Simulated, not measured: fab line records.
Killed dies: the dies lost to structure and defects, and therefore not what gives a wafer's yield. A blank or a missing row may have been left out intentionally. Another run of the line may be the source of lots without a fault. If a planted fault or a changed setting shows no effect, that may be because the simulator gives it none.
fab line records	flow sky130	part 1 of 2: steps 1 to 26 of 35
record: lots: 5	wafers: 15	lastDay: 50
route steps=708 shown METAL5@665 PASSIVATION@681 PAD_OPEN@694
lots that met no fault: from a run of the same line without faults
startH: hours from the record's opening day to when the first of the lot's shown wafers began	waitH: how many hours have passed since the lot's step before this one	" as in the row above	L1.1+2: a single row standing in for several wafers	- no value, or no start given	* or withheld: withheld	< > ~ a bound
route shown NAME@n: a module of which the file shows steps, and the number in the route of the first	usual: mean/standard deviation of fault-free wafers	same: alike in all rows	chamber/n: place in a boat	sites: readings site by site	_std_site: the values' standard deviation	_edge_site: outer sites' mean less inner sites'	radiusMm: how far each site lies from the wafer's centre	mask NAME#n: copy n	behind: tool/chamber where the wafer was last shaped	hold: what put the lot on hold/how long, in hours/how the hold closed	device: whichever transistor did not switch (one of n, p or np)	end of line: tests run on the same wafers once the route is complete	step lacking rows: just its recipe	killed: dies that structure and defects cost at the first sort, which is not the same as the wafer's yield	map: the dies of a wafer, with x for killed, . for not killed, _ for no die there
set.NAME: the setting that was run; set.NAME@STEP: the one run at that earlier step	model.NAME: the simulator's own value behind a step, which no gauge read
a table for each step, a row for each wafer; lots at some steps of the route
services: from which hour (startH, from the record's first day; less than 0 if before it) a tool's chamber was out of use, for how many hours, and why
== steps ==
step: SKY_METAL5_SPUTTER_04
recipe: material: TiN	targetThkNm: 70	powerW: 6500	timeS: 58.3	chamberPressurePa: 0.4
usual: throttleValvePct: 30.0/1.2
lot.wafer	tool	chamber	startH	waitH	throttleValvePct
L075.1	pvdSputter-01	-	1008.98	0.0	29.6
L075.5	"	-	"	"	29.6
L075.6	"	-	"	"	29.8
L077.2	pvdSputter-02	-	1036.40	0.0	30.2
L077.3	"	-	"	"	29.5
L077.5	"	-	"	"	31.3
L085.2	pvdSputter-04	-	1077.78	0.0	29.0
L085.3	"	-	"	"	32.3
L085.4	"	-	"	"	28.1
L091.1	pvdSputter-01	-	1113.00	0.0	29.3
L091.4	"	-	"	"	30.5
L091.6	"	-	"	"	30.8
L096.2	pvdSputter-01	-	1133.60	0.0	28.7
L096.4	"	-	"	"	29.5
L096.6	"	-	"	"	30.5
step: SKY_METAL5_RS_MEAS_05
recipe: thkMeasGauge: four-point-probe	reads: TiN_of_METAL5_SPUTTER_04+Ti_of_METAL5_SPUTTER_03+AlCu_of_METAL5_SPUTTER_02+TiN_of_METAL5_SPUTTER_01+Ti_of_METAL5_SPUTTER_00
usual: METAL5_ALCU_RS: 0.0271/0.00021
lot.wafer	tool	chamber	startH	waitH	METAL5_ALCU_RS[ohm/sq]
L075.1	filmMetro-01	-	1009.03	0.0	0.02697
L075.5	"	-	"	"	0.02723
L075.6	"	-	"	"	0.027
L077.2	filmMetro-04	-	1036.48	0.0	0.02698
L077.3	"	-	"	"	0.02703
L077.5	"	-	"	"	0.02697
L085.2	filmMetro-01	-	1077.84	0.0	0.02708
L085.3	"	-	"	"	0.02733
L085.4	"	-	"	"	0.02694
L091.1	filmMetro-03	-	1113.05	0.0	0.02688
L091.4	"	-	"	"	0.027
L091.6	"	-	"	"	0.02686
L096.2	filmMetro-01	-	1133.67	0.0	0.02643
L096.4	"	-	"	"	0.02672
L096.6	"	-	"	"	0.02682
step: SKY_METAL5_THK_MEAS_06
recipe: thkMeasGauge: xrf	reads: AlCu_of_METAL5_SPUTTER_02
usual: METAL5_ALCU_THK: 1159/10
lot.wafer	tool	chamber	startH	waitH	METAL5_ALCU_THK[nm]
L075.1	filmMetro-01	-	1009.15	0.1	1166
L075.5	"	-	"	"	1158
L075.6	"	-	"	"	1167
L077.2	filmMetro-04	-	1036.59	0.1	1156
L077.3	"	-	"	"	1157
L077.5	"	-	"	"	1159
L085.2	filmMetro-01	-	1077.95	0.1	1160
L085.3	"	-	"	"	1150
L085.4	"	-	"	"	1168
L091.1	filmMetro-03	-	1113.17	0.1	1168
L091.4	"	-	"	"	1164
L091.6	"	-	"	"	1172
L096.2	filmMetro-01	-	1133.78	0.1	1191
L096.4	"	-	"	"	1174
L096.6	"	-	"	"	1170
step: SKY_METAL5_DEHYDRATE_07
recipe: tempC: 200	timeS: 60
usual: chillPlateTempC: 23.01/0.1
lot.wafer	tool	chamber	startH	waitH	chillPlateTempC
L075.1	lithoTrack-01	0	1019.99	10.8	23.13
L075.5	"	0	"	"	23.10
L075.6	"	0	"	"	23.17
L077.2	lithoTrack-02	0	1047.06	10.5	22.88
L077.3	"	0	"	"	22.95
L077.5	"	0	"	"	23.05
L085.2	lithoTrack-03	0	1087.48	9.5	23.03
L085.3	"	0	"	"	22.89
L085.4	"	0	"	"	23.04
L091.1	lithoTrack-02	0	1121.64	8.5	23.03
L091.4	"	0	"	"	23.21
L091.6	"	0	"	"	23.03
L096.2	lithoTrack-02	0	1142.76	9.0	23.19
L096.4	"	0	"	"	23.05
L096.6	"	0	"	"	23.09
step: SKY_METAL5_HMDS_08
recipe: primeTimeS: 60	primeTempC: 120
usual: chillPlateTempC: 23.02/0.11
lot.wafer	tool	chamber	startH	waitH	chillPlateTempC
L075.1	lithoTrack-01	0	1020.14	0.1	23.21
L075.5	"	0	"	"	23.13
L075.6	"	0	"	"	23.14
L077.2	lithoTrack-02	0	1047.21	0.1	23.18
L077.3	"	0	"	"	23.19
L077.5	"	0	"	"	23.09
L085.2	lithoTrack-03	0	1087.63	0.1	22.95
L085.3	"	0	"	"	23.04
L085.4	"	0	"	"	23.10
L091.1	lithoTrack-02	0	1121.79	0.1	23.04
L091.4	"	0	"	"	22.99
L091.6	"	0	"	"	22.90
L096.2	lithoTrack-02	0	1142.91	0.1	22.84
L096.4	"	0	"	"	22.94
L096.6	"	0	"	"	22.91
step: SKY_METAL5_COAT_09
recipe: resist: NOVOLAK	spinRpm: 3000	resistThkNm: 1800
usual: chillPlateTempC: 23.02/0.12
lot.wafer	tool	chamber	startH	waitH	chillPlateTempC
L075.1	lithoTrack-01	0	1020.29	0.1	22.96
L075.5	"	0	"	"	22.95
L075.6	"	0	"	"	22.71
L077.2	lithoTrack-02	0	1047.36	0.1	23.10
L077.3	"	0	"	"	22.92
L077.5	"	0	"	"	22.93
L085.2	lithoTrack-03	0	1087.78	0.1	23.07
L085.3	"	0	"	"	23.02
L085.4	"	0	"	"	22.92
L091.1	lithoTrack-02	0	1121.94	0.1	23.11
L091.4	"	0	"	"	22.94
L091.6	"	0	"	"	22.94
L096.2	lithoTrack-02	0	1143.06	0.1	23.11
L096.4	"	0	"	"	23.16
L096.6	"	0	"	"	23.22
step: SKY_METAL5_SOFTBAKE_10
recipe: tempC: 90	timeS: 60	resist: NOVOLAK
usual: chillPlateTempC: 23.01/0.1
lot.wafer	tool	chamber	startH	waitH	chillPlateTempC
L075.1	lithoTrack-01	0	1020.44	0.1	23.12
L075.5	"	0	"	"	23.04
L075.6	"	0	"	"	22.93
L077.2	lithoTrack-02	0	1047.51	0.1	22.98
L077.3	"	0	"	"	23.16
L077.5	"	0	"	"	22.97
L085.2	lithoTrack-03	0	1087.93	0.1	22.99
L085.3	"	0	"	"	23.22
L085.4	"	0	"	"	23.10
L091.1	lithoTrack-02	0	1122.09	0.1	23.12
L091.4	"	0	"	"	23.05
L091.6	"	0	"	"	22.99
L096.2	lithoTrack-02	0	1143.21	0.1	23.22
L096.4	"	0	"	"	23.13
L096.6	"	0	"	"	23.13
step: SKY_METAL5_EXPOSE_11
recipe: maskId: MM5	na: 0.6	sourceShape: conventional	sigmaOuter: 0.6	polarization: unpolarized	targetCdNm: 1600	doseMj: 190
same: sigmaOuter: 0.6
lot.wafer	tool	chamber	startH	waitH	mask
L075.1+5+6	ilineStepper-01	0	-	-	MM5#0
L077.2+3+5	ilineStepper-01	0	-	-	MM5#0
L085.2+3+4	ilineStepper-01	0	-	-	MM5#0
L091.1+4+6	ilineStepper-01	0	-	-	MM5#0
L096.2+4+6	ilineStepper-02	0	-	-	MM5#0
step: SKY_METAL5_PEB_12
recipe: tempC: withheld	timeS: *	resist: NOVOLAK
usual: chillPlateTempC: *
lot.wafer	tool	chamber	startH	waitH	chillPlateTempC
L075.1	lithoTrack-01	0	-	-	*
L075.5	"	0	"	"	*
L075.6	"	0	"	"	*
L077.2	lithoTrack-03	0	-	-	*
L077.3	"	0	"	"	*
L077.5	"	0	"	"	*
L085.2	lithoTrack-03	0	-	-	*
L085.3	"	0	"	"	*
L085.4	"	0	"	"	*
L091.1	lithoTrack-03	0	-	-	*
L091.4	"	0	"	"	*
L091.6	"	0	"	"	*
L096.2	lithoTrack-01	0	-	-	*
L096.4	"	0	"	"	*
L096.6	"	0	"	"	*
step: SKY_METAL5_DEVELOP_13
recipe: resist: NOVOLAK	developer: TMAH	developTimeS: 60	devTempC: 23
usual: chillPlateTempC: 22.97/0.093
lot.wafer	tool	chamber	startH	waitH	chillPlateTempC
L075.1	lithoTrack-01	0	1031.74	0.1	22.84
L075.5	"	0	"	"	22.91
L075.6	"	0	"	"	22.81
L077.2	lithoTrack-03	0	1057.83	0.1	23.03
L077.3	"	0	"	"	23.03
L077.5	"	0	"	"	23.04
L085.2	lithoTrack-03	0	1098.13	0.1	23.12
L085.3	"	0	"	"	22.95
L085.4	"	0	"	"	23.08
L091.1	lithoTrack-03	0	1131.71	0.1	23.05
L091.4	"	0	"	"	22.96
L091.6	"	0	"	"	23.07
L096.2	lithoTrack-01	0	1152.22	0.1	22.88
L096.4	"	0	"	"	23.03
L096.6	"	0	"	"	23.17
step: SKY_METAL5_DESCUM_14
recipe: chemistry: O2	sourcePowerW: 150	biasPowerW: 0	pressureMtorr: 10	tempC: 40	timeS: 11
usual: drypumpMotorCurrentA: 5.7/0.53	oesProductAu: 0.998/0.0084
lot.wafer	tool	chamber	startH	waitH	drypumpMotorCurrentA	oesProductAu	rfHoursCounterH
L075.1	rieMetal-04	0	1031.89	0.1	6.5	1.010	7
L075.5	"	1	"	"	6.0	1.010	-
L075.6	"	0	"	"	6.5	0.998	-
L077.2	rieMetal-02	0	1057.96	0.1	5.8	0.985	14
L077.3	"	0	"	"	5.8	0.989	-
L077.5	"	0	"	"	5.8	0.996	-
L085.2	rieMetal-02	0	1098.26	0.1	5.8	0.987	17
L085.3	"	1	"	"	5.2	0.996	-
L085.4	"	0	"	"	5.8	0.989	-
L091.1	rieMetal-01	0	1131.86	0.1	4.9	0.999	24
L091.4	"	0	"	"	4.9	0.993	-
L091.6	"	0	"	"	4.9	0.997	-
L096.2	rieMetal-01	0	1152.34	0.1	4.9	1.002	26
L096.4	"	1	"	"	5.7	1.006	-
L096.6	"	1	"	"	5.7	1.011	-
step: SKY_METAL5_METAL_ETCH_15
recipe: targetDepthA: 12600	stopOn: SiO2	overEtchFrac: 0.2	timeS: 252	chemistry: Cl2/BCl3	resistSidewallDeg: 86	pressureMtorr: 10	icpW: 900	biasW: 48.5	Cl2_flow_sccm: 60	bcl3FlowSccm: 30
usual: drypumpMotorCurrentA: 5.7/0.53	oesProductAu: 0.894/0.0047	throttleValvePct: 22.263/0.0088
same: overEtchFrac: 0.2
lot.wafer	tool	chamber	startH	waitH	drypumpMotorCurrentA	oesProductAu	rfHoursCounterH	throttleValvePct
L075.1	rieMetal-04	0	1031.92	0.0	6.5	0.897	7	22.252
L075.5	"	1	"	"	6.0	0.891	-	22.248
L075.6	"	0	"	"	6.5	0.889	-	22.271
L077.2	rieMetal-02	0	1057.99	0.0	5.8	0.899	14	22.267
L077.3	"	0	"	"	5.8	0.896	-	22.270
L077.5	"	0	"	"	5.8	0.903	-	22.262
L085.2	rieMetal-02	0	1098.29	0.0	5.8	0.897	17	22.277
L085.3	"	1	"	"	5.2	0.887	-	22.269
L085.4	"	0	"	"	5.8	0.893	-	22.272
L091.1	rieMetal-01	0	1131.89	0.0	4.9	0.901	24	22.261
L091.4	"	0	"	"	4.9	0.896	-	22.262
L091.6	"	0	"	"	4.9	0.889	-	22.264
L096.2	rieMetal-01	0	1152.38	0.0	4.9	0.890	26	22.263
L096.4	"	1	"	"	5.7	0.893	-	22.270
L096.6	"	1	"	"	5.8	0.889	-	22.269
step: SKY_METAL5_STRIP_16
recipe: chemistry: O2/N2	powerW: 1400	pressureMtorr: 1500	platenTempC: withheld	o2FlowSccm: 3000	n2FlowSccm: 300	overashFraction: 0.5
usual: drypumpMotorCurrentA: 5.6/0.4	o2FlowSccm: 3000/8.2	oesProductAu: 0.711/0.0045	stripTimeToEndpointS: 13.08/0.13
lot.wafer	tool	chamber	startH	waitH	drypumpMotorCurrentA	o2FlowSccm	oesProductAu	rfHoursCounterH	stripTimeToEndpointS
L075.1	plasmaAsher-03	0	1032.16	0.2	6.2	3000	0.713	94	13.00
L075.5	"	1	"	"	5.0	3010	0.700	-	13.00
L075.6	"	0	"	"	6.2	3000	0.711	-	12.99
L077.2	plasmaAsher-01	1	1058.23	0.2	5.7	2997	0.709	31	13.36
L077.3	"	0	"	"	5.9	3005	0.711	-	13.25
L077.5	"	1	"	"	5.7	2999	0.715	-	13.23
L085.2	plasmaAsher-04	1	1098.53	0.2	5.3	2988	0.710	67	13.31
L085.3	"	1	"	"	5.3	2987	0.709	-	13.24
L085.4	"	0	"	"	5.5	2997	0.717	-	13.30
L091.1	plasmaAsher-04	0	1132.13	0.2	5.4	2991	0.716	70	13.25
L091.4	"	0	"	"	5.4	2998	0.712	-	13.22
L091.6	"	1	"	"	5.3	3011	0.716	-	13.18
L096.2	plasmaAsher-04	1	1152.61	0.2	5.3	2988	0.707	72	13.18
L096.4	"	0	"	"	5.4	3000	0.707	-	13.17
L096.6	"	0	"	"	5.4	3002	0.714	-	13.11
step: SKY_METAL5_STRIP_17
recipe: chemistry: postEtchResidueRemover	timeS: 1200	tempC: 72.5
lot.wafer	tool	chamber	startH	waitH
L075.1+5+6	wetBench-03	3	1032.26	0.1
L077.2+3+5	wetBench-04	0	1058.33	0.1
L085.2+3+4	wetBench-04	1	1098.63	0.1
L091.1+4+6	wetBench-04	2	1132.23	0.1
L096.2+4+6	wetBench-03	3	1152.71	0.1
step: SKY_METAL5_CLEAN_18
recipe: chemistry: IPA	timeS: 180	tempC: 25
lot.wafer	tool	chamber	startH	waitH
L075.1+5+6	wetBench-02	0	1032.94	0.0
L077.2+3+5	wetBench-03	3	1058.70	0.0
L085.2+3+4	wetBench-02	3	1099.00	0.0
L091.1+4+6	wetBench-04	2	1132.57	0.0
L096.2+4+6	wetBench-03	3	1153.05	0.0
step: SKY_METAL5_CLEAN_19
recipe: chemistry: O3/DIW	dry: n2Spin
lot.wafer	tool	chamber	startH	waitH
L075.1+5+6	wetBench-03	1	1033.01	0.0
L077.2+3+5	wetBench-04	0	1058.76	0.0
L085.2+3+4	wetBench-04	0	1099.06	0.0
L091.1+4+6	wetBench-03	2	1132.63	0.0
L096.2+4+6	wetBench-03	1	1153.11	0.0
step: SKY_PASSIVATION_CVD_00
recipe: material: SiO2	targetThkNm: 90	tempC: 400	timeS: withheld	rfW: 600
usual: heaterPowerW: 624/77
lot.wafer	tool	chamber	startH	waitH	heaterPowerW
L075.1	pecvd-03	0	1033.19	0.0	713
L075.5	"	2	"	"	636
L075.6	"	1	"	"	597
L077.2	pecvd-04	2	1058.86	0.0	467
L077.3	"	1	"	"	596
L077.5	"	2	"	"	478
L085.2	pecvd-01	1	1099.16	0.0	654
L085.3	"	2	"	"	606
L085.4	"	0	"	"	614
L091.1	pecvd-04	2	1132.72	0.0	493
L091.4	"	0	"	"	701
L091.6	"	2	"	"	491
L096.2	pecvd-01	2	1153.20	0.0	578
L096.4	"	2	"	"	578
L096.6	"	0	"	"	566
step: SKY_PASSIVATION_THK_MEAS_01
recipe: reads: SiO2_of_PASSIVATION_CVD_00
usual: PASSIVATION_CVD_00_THK: 90.0/1.1
lot.wafer	tool	chamber	startH	waitH	PASSIVATION_CVD_00_THK[nm]
L075.1	filmMetro-04	-	1033.21	-	87.9
L075.5	"	-	"	"	89.1
L075.6	"	-	"	"	89.4
L077.2	filmMetro-04	-	1058.89	-	90.6
L077.3	"	-	"	"	88.8
L077.5	"	-	"	"	91.0
L085.2	filmMetro-02	-	1099.19	-	90.1
L085.3	"	-	"	"	88.7
L085.4	"	-	"	"	91.2
L091.1	filmMetro-02	-	1132.74	-	88.9
L091.4	"	-	"	"	91.3
L091.6	"	-	"	"	89.9
L096.2	filmMetro-03	-	1153.23	-	88.7
L096.4	"	-	"	"	89.9
L096.6	"	-	"	"	89.3
step: SKY_PASSIVATION_CVD_02
recipe: material: Si3N4	targetThkNm: 540	tempC: 400	timeS: withheld	rfW: 450
usual: heaterPowerW: 698/81
lot.wafer	tool	chamber	startH	waitH	heaterPowerW
L075.1	pecvd-04	0	1033.27	0.1	661
L075.5	"	0	"	"	678
L075.6	"	1	"	"	688
L077.2	pecvd-01	2	1058.94	0.0	659
L077.3	"	0	"	"	569
L077.5	"	1	"	"	672
L085.2	pecvd-03	0	1099.24	0.0	729
L085.3	"	1	"	"	657
L085.4	"	2	"	"	775
L091.1	pecvd-03	1	1132.80	0.1	694
L091.4	"	0	"	"	855
L091.6	"	2	"	"	709
L096.2	pecvd-03	1	1153.28	0.0	562
L096.4	"	1	"	"	614
L096.6	"	0	"	"	847
step: SKY_PASSIVATION_THK_MEAS_03
recipe: reads: Si3N4_of_PASSIVATION_CVD_02
usual: PASSIVATION_CVD_02_THK: 540/5.8
lot.wafer	tool	chamber	startH	waitH	PASSIVATION_CVD_02_THK[nm]
L075.1	filmMetro-02	-	1033.50	-	539
L075.5	"	-	"	"	544
L075.6	"	-	"	"	549
L077.2	filmMetro-03	-	1059.18	-	526
L077.3	"	-	"	"	532
L077.5	"	-	"	"	538
L085.2	filmMetro-04	-	1099.47	-	538
L085.3	"	-	"	"	537
L085.4	"	-	"	"	544
L091.1	filmMetro-03	-	1133.03	-	535
L091.4	"	-	"	"	541
L091.6	"	-	"	"	546
L096.2	filmMetro-03	-	1153.52	-	538
L096.4	"	-	"	"	545
L096.6	"	-	"	"	546
step: SKY_PASSIVATION_DEHYDRATE_04
recipe: tempC: 200	timeS: 60
usual: chillPlateTempC: 23.00/0.1
lot.wafer	tool	chamber	startH	waitH	chillPlateTempC
L075.1	lithoTrack-02	0	1043.74	10.2	23.15
L075.5	"	0	"	"	23.09
L075.6	"	0	"	"	22.88
L077.2	lithoTrack-03	0	1068.78	9.6	22.98
L077.3	"	0	"	"	23.07
L077.5	"	0	"	"	23.02
L085.2	lithoTrack-03	0	1108.88	9.4	23.06
L085.3	"	0	"	"	23.14
L085.4	"	0	"	"	23.04
L091.1	lithoTrack-04	0	1141.93	8.9	22.90
L091.4	"	0	"	"	23.17
L091.6	"	0	"	"	23.04
L096.2	lithoTrack-03	0	1161.23	7.7	22.85
L096.4	"	0	"	"	22.86
L096.6	"	0	"	"	22.93
step: SKY_PASSIVATION_HMDS_05
recipe: primeTimeS: 60	primeTempC: 120
usual: chillPlateTempC: 23.00/0.086
lot.wafer	tool	chamber	startH	waitH	chillPlateTempC
L075.1	lithoTrack-02	0	1043.89	0.1	23.07
L075.5	"	0	"	"	23.01
L075.6	"	0	"	"	23.06
L077.2	lithoTrack-03	0	1068.93	0.1	23.03
L077.3	"	0	"	"	23.01
L077.5	"	0	"	"	23.02
L085.2	lithoTrack-03	0	1109.03	0.1	22.90
L085.3	"	0	"	"	22.91
L085.4	"	0	"	"	22.99
L091.1	lithoTrack-04	0	1142.08	0.1	23.12
L091.4	"	0	"	"	22.98
L091.6	"	0	"	"	22.91
L096.2	lithoTrack-03	0	1161.38	0.1	22.91
L096.4	"	0	"	"	23.01
L096.6	"	0	"	"	23.12
step: SKY_PASSIVATION_COAT_06
recipe: spinRpm: 2000	resistThkNm: 3000
usual: chillPlateTempC: 22.99/0.094
lot.wafer	tool	chamber	startH	waitH	chillPlateTempC
L075.1	lithoTrack-02	0	1044.04	0.1	22.84
L075.5	"	0	"	"	23.11
L075.6	"	0	"	"	23.08
L077.2	lithoTrack-03	0	1069.08	0.1	23.06
L077.3	"	0	"	"	23.11
L077.5	"	0	"	"	23.11
L085.2	lithoTrack-03	0	1109.18	0.1	22.89
L085.3	"	0	"	"	23.02
L085.4	"	0	"	"	22.84
L091.1	lithoTrack-04	0	1142.23	0.1	23.08
L091.4	"	0	"	"	23.00
L091.6	"	0	"	"	22.93
L096.2	lithoTrack-03	0	1161.53	0.1	23.06
L096.4	"	0	"	"	22.99
L096.6	"	0	"	"	23.15
step: SKY_PASSIVATION_SOFTBAKE_07
recipe: tempC: 110	timeS: withheld
usual: chillPlateTempC: 23.00/0.12
lot.wafer	tool	chamber	startH	waitH	chillPlateTempC
L075.1	lithoTrack-02	0	1044.19	0.1	22.94
L075.5	"	0	"	"	22.96
L075.6	"	0	"	"	22.99
L077.2	lithoTrack-03	0	1069.24	0.1	23.15
L077.3	"	0	"	"	23.03
L077.5	"	0	"	"	23.02
L085.2	lithoTrack-03	0	1109.34	0.1	23.20
L085.3	"	0	"	"	22.98
L085.4	"	0	"	"	23.03
L091.1	lithoTrack-04	0	1142.38	0.1	23.23
L091.4	"	0	"	"	23.16
L091.6	"	0	"	"	23.04
L096.2	lithoTrack-03	0	1161.69	0.1	22.97
L096.4	"	0	"	"	22.99
L096.6	"	0	"	"	22.95
step: SKY_PASSIVATION_EXPOSE_08
recipe: maskId: NSM	targetCdNm: 3000	na: 0.57	doseMj: 260
lot.wafer	tool	chamber	startH	waitH	mask
L075.1+5+6	ilineStepper-02	0	-	-	NSM#0
L077.2+3+5	ilineStepper-01	0	-	-	NSM#0
L085.2+3+4	ilineStepper-02	0	-	-	NSM#0
L091.1+4+6	ilineStepper-01	0	-	-	NSM#0
L096.2+4+6	ilineStepper-02	0	-	-	NSM#0
step: SKY_PASSIVATION_PEB_09
recipe: tempC: 115	timeS: withheld
usual: chillPlateTempC: 23.00/0.11
lot.wafer	tool	chamber	startH	waitH	chillPlateTempC
L075.1	lithoTrack-03	0	-	-	23.33
L075.5	"	0	"	"	23.09
L075.6	"	0	"	"	23.10
L077.2	lithoTrack-03	0	-	-	23.01
L077.3	"	0	"	"	23.19
L077.5	"	0	"	"	23.03
L085.2	lithoTrack-04	0	-	-	23.10
L085.3	"	0	"	"	23.08
L085.4	"	0	"	"	23.02
L091.1	lithoTrack-03	0	-	-	22.91
L091.4	"	0	"	"	22.72
L091.6	"	0	"	"	22.87
L096.2	lithoTrack-02	0	-	-	22.86
L096.4	"	0	"	"	22.86
L096.6	"	0	"	"	22.95
